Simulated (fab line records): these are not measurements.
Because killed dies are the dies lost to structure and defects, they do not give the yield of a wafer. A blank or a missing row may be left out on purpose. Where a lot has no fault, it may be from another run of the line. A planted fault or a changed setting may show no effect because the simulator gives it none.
Matching of chambers    flow sky130    SKY_FIELD_ISO_ETCH_17 on rie-si-01: 4 sister chambers
The step etches Si in HBr/Cl2/O2, target depth 342 nm, time 97.7 s. 8 wafers are shown with their chamber, then 8 later ones without.

WAFERS WITH THEIR CHAMBER
wafer   chamber  drypump-motor-current-A (A)  oes-product-au (a.u.)
L861.6  0        5.2                          1.003
L862.1  2        5.0                          1.010
L862.3  1        5.8                          0.997
L862.4  3        5.9                          0.997
L865.1  2        5.0                          1.009
L865.2  1        5.8                          0.988
L865.4  3        5.9                          1.005
L869.4  0        5.1                          1.009

WAFERS WITHOUT THEIR CHAMBER
wafer   drypump-motor-current-A (A)  oes-product-au (a.u.)
L869.5  5.8                          0.979
L869.6  5.0                          1.012
L872.2  5.7                          0.988
L872.4  5.0                          1.004
L872.5  5.0                          1.007
L877.1  5.8                          1.003
L877.2  5.1                          0.988
L877.4  5.8                          0.991

WHICH CHAMBER EACH WENT THROUGH
wafer   from the rows above      in truth
L869.5  1                        1
L869.6  2                        2
L872.2  1                        1
L872.4  2                        2
L872.5  2                        2
L877.1  can't be placed: 1 or 3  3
L877.2  can't be placed: 0 or 2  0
L877.4  1                        1
Placed correctly: 6 of 8. From these rows, 2 cannot be placed; in 2 the true chamber is one of the candidates. Number placed wrongly: 0.
How it was worked out, from the rows above alone: a wafer's distance from a chamber is the root of the sum, over the readings, of the square of ((its reading less the chamber's mean) divided by the reading's scatter). The wafer belongs to the nearest chamber; if the next one is less than 2 further off, it can't be placed. For every chamber, the mean is computed from those of its wafers that are shown. The scatter is the square root of a quotient: the sum, over the shown wafers, of each reading's squared deviation from its chamber's mean, divided by wafers minus chambers.
